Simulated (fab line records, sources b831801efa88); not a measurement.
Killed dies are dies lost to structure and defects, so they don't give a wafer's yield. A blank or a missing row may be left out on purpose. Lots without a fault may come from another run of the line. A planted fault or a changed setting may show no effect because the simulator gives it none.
Which tool did it? | flow sky130 | 12 lots, 36 wafers sampled, at 6 steps of a route of 708

WHAT THE GAUGES READ, wafer by wafer
SKY_PWDE_OVL_MEAS_07.
lot  | measured    | on         | PWDE_OVL (nm)
L268 | day 4 00:48 | overlay-02 | 3.2 2.3 1.9
L267 | day 4 01:09 | overlay-01 | 1.9 1.7 2.0
L269 | day 4 06:19 | overlay-01 | -0.7 -0.2 -0.5
L274 | day 5 13:40 | overlay-02 | 3.6 2.9 3.1
L276 | day 6 00:49 | overlay-02 | 3.0 2.3 1.9
L277 | day 6 04:30 | overlay-01 | 1.2 1.6 1.3
L278 | day 6 11:25 | overlay-01 | 1.5 2.8 0.6
L279 | day 6 18:06 | overlay-01 | 1.1 1.9 0.9
L283 | day 7 22:25 | overlay-01 | -0.4 -0.5 -0.3
L285 | day 8 06:06 | overlay-01 | 0.9 -0.4 0.6
L286 | day 8 12:36 | overlay-01 | -0.7 0.1 -0.1
L288 | day 8 18:27 | overlay-02 | 2.9 3.3 3.8

SKY_PWDE_TW_MEAS_10.
lot  | measured    | on            | PWDE_TW
L268 | day 4 01:06 | film_metro-03 | 379.9 377.1 377.4
L267 | day 4 01:26 | film_metro-03 | 376.9 377.7 378.2
L269 | day 4 06:36 | film_metro-03 | 376.7 378.3 377.5
L274 | day 5 13:58 | film_metro-02 | 373.9 375.9 374.5
L276 | day 6 01:07 | film_metro-02 | 373.4 376.3 372.9
L277 | day 6 04:47 | film_metro-02 | 375.8 375.2 375.7
L278 | day 6 11:42 | film_metro-03 | 375.8 376.1 376.7
L279 | day 6 18:23 | film_metro-02 | 377.4 376.1 374.8
L283 | day 7 22:42 | film_metro-03 | 377.5 376.7 375.6
L285 | day 8 06:23 | film_metro-04 | 371.5 372.9 371.2
L286 | day 8 12:53 | film_metro-03 | 379.3 377.1 377.3
L288 | day 8 18:44 | film_metro-04 | 371.7 372.6 372.2

SKY_NWELL_OVL_MEAS_10.
lot  | measured    | on         | NWELL_00_OVL (nm)
L268 | day 4 18:03 | overlay-01 | 0.0 -0.6 1.2
L267 | day 4 18:09 | overlay-02 | 1.1 2.2 2.2
L269 | day 4 22:51 | overlay-01 | -1.7 -1.4 0.3
L274 | day 6 08:37 | overlay-02 | 1.6 0.6 -0.3
L276 | day 6 18:55 | overlay-01 | - - -
L277 | day 6 22:10 | overlay-01 | - - -
L278 | day 7 06:33 | overlay-02 | - - -
L279 | day 7 13:24 | overlay-01 | 1.0 1.5 0.5
L283 | day 8 18:52 | overlay-02 | 1.2 -1.0 -0.7
L285 | day 9 02:58 | overlay-01 | 1.7 0.9 -0.2
L286 | day 9 10:15 | overlay-02 | -0.4 -1.0 -0.1
L288 | day 9 15:09 | overlay-02 | 2.3 3.2 5.1

SKY_NWELL_TW_MEAS_26.
lot  | measured     | on            | NWELL_2_TW
L268 | day 5 12:29  | film_metro-02 | 499.3 496.2 498.7
L267 | day 5 12:32  | film_metro-03 | 500.9 501.5 500.8
L269 | day 5 16:14  | film_metro-03 | 499.7 502.2 500.9
L274 | day 7 03:12  | film_metro-03 | 506.3 501.4 504.3
L276 | day 7 15:00  | film_metro-03 | 1850.8 1838.1 1856.7
L277 | day 7 19:00  | film_metro-03 | 1847.8 1833.1 1863.3
L278 | day 8 03:50  | film_metro-02 | 1843.5 1842.2 1847.0
L279 | day 8 10:07  | film_metro-02 | 500.9 500.2 497.2
L283 | day 9 15:48  | film_metro-03 | 504.3 504.4 501.5
L285 | day 9 23:29  | film_metro-02 | 500.3 499.1 499.8
L286 | day 10 07:57 | film_metro-03 | 498.6 497.5 497.9
L288 | day 10 12:51 | film_metro-02 | 497.8 497.2 497.2

WHICH TOOL RAN EACH LOT (tool, then ch and the chambers of the sampled wafers, then the start)
lot  | SKY_PWDE_STRIP_09                   | SKY_NWELL_COAT_05
L268 | plasma_asher-02 ch 1, day 4 00:59   | litho_track-02 ch 0, day 4 09:10
L267 | plasma_asher-04 ch 0,1, day 4 01:20 | litho_track-04 ch 0, day 4 09:36
L269 | plasma_asher-04 ch 0,1, day 4 06:30 | litho_track-02 ch 0, day 4 14:31
L274 | plasma_asher-02 ch 0,1, day 5 13:52 | litho_track-03 ch 0, day 5 23:06
L276 | plasma_asher-03 ch 0,1, day 6 01:01 | litho_track-04, day 6 09:39
L277 | plasma_asher-04 ch 0, day 6 04:41   | litho_track-03, day 6 12:57
L278 | plasma_asher-03 ch 0,1, day 6 11:36 | litho_track-03, day 6 21:03
L279 | plasma_asher-04 ch 0, day 6 18:17   | litho_track-04 ch 0, day 7 02:45
L283 | plasma_asher-03 ch 0,1, day 7 22:37 | litho_track-04 ch 0, day 8 08:12
L285 | plasma_asher-02 ch 0, day 8 06:17   | litho_track-03 ch 0, day 8 16:55
L286 | plasma_asher-02 ch 0,1, day 8 12:47 | litho_track-03 ch 0, day 8 23:12
L288 | plasma_asher-02 ch 0,1, day 8 18:38 | litho_track-04 ch 0, day 9 05:01
- SKY_PWDE_STRIP_09: strips in O2/N2.
- SKY_NWELL_COAT_05: resist thk 3000 nm.

WHAT THE TOOLS THEMSELVES READ (means of the sampled wafers that have a number; where no wafer has one, the mark that the record gives instead)
SKY_PWDE_STRIP_09.
lot  | tool            | drypump_motor_current_A (A) | oes_product_au (a.u.) | strip_time_to_endpoint_s (s)
L268 | plasma_asher-02 | 5.7                         | 0.726                 | 36.82
L267 | plasma_asher-04 | 6.0                         | 0.722                 | 37.00
L269 | plasma_asher-04 | 6.0                         | 0.724                 | 36.99
L274 | plasma_asher-02 | 5.9                         | 0.721                 | 36.94
L276 | plasma_asher-03 | 5.7                         | 0.719                 | 36.93
L277 | plasma_asher-04 | 5.4                         | 0.727                 | 37.09
L278 | plasma_asher-03 | 5.7                         | 0.729                 | 36.95
L279 | plasma_asher-04 | 5.4                         | 0.718                 | 36.97
L283 | plasma_asher-03 | 5.7                         | 0.725                 | 36.98
L285 | plasma_asher-02 | 6.1                         | 0.724                 | 37.08
L286 | plasma_asher-02 | 6.0                         | 0.722                 | 36.97
L288 | plasma_asher-02 | 5.9                         | 0.722                 | 36.74

SKY_NWELL_COAT_05.
lot  | tool           | chill_plate_temp_C (C) | dispense_pressure_kPa (kPa) | exhaust_pa (Pa)
L268 | litho_track-02 | 23.00                  | 53.5                        | 46.8
L267 | litho_track-04 | 22.95                  | 54.0                        | 44.5
L269 | litho_track-02 | 22.77                  | 53.5                        | 45.1
L274 | litho_track-03 | 23.15                  | 50.0                        | 45.7
L276 | litho_track-04 | -                      | -                           | -
L277 | litho_track-03 | -                      | -                           | -
L278 | litho_track-03 | -                      | -                           | -
L279 | litho_track-04 | 22.86                  | 54.0                        | 44.2
L283 | litho_track-04 | 23.04                  | 54.0                        | 44.9
L285 | litho_track-03 | 23.02                  | 50.0                        | 44.4
L286 | litho_track-03 | 22.98                  | 50.0                        | 46.0
L288 | litho_track-04 | 22.96                  | 54.0                        | 44.5

THE ANSWER, worked out from the rows above alone
Rule: what is usual is taken from the lots themselves. Put in order of their means at a reading, lots are off if they are a third of the lots or fewer, leave a main group of 4 or more, and stand apart from it by a gap of 3 or more times the standard deviation of the main group's means; of several such gaps the widest counts. A main group whose means are all the same, to the digits that the tables above print for the reading, isn't used. A lot without any number at a reading at which 4 lots or more have one is off too. The other lots that the step has rows for count as sound. The gauges are gone through in route order, then the tools' own readings, and for those a lot's mean is taken as printed above. The first step at which some lot is off is used, and at that step the reading that is off furthest; a lot without a number counts as furthest.
Off: L276, L277, L278, at SKY_NWELL_OVL_MEAS_10 (NWELL_00_OVL). Without a number there: L276, L277, L278. The main group: mean 0.7 nm, standard deviation 1.3.
A tool fits if, at a process step before that reading, it ran every lot that is off, and no sound lot after the first of them. The gauges at SKY_NWELL_OVL_MEAS_10 aren't tried: what is off there is off at SKY_NWELL_TW_MEAS_26 too, on other tools, and a gauge's error can't cause that. None of those tried fits.

WHAT THE SIMULATOR HAD PUT IN
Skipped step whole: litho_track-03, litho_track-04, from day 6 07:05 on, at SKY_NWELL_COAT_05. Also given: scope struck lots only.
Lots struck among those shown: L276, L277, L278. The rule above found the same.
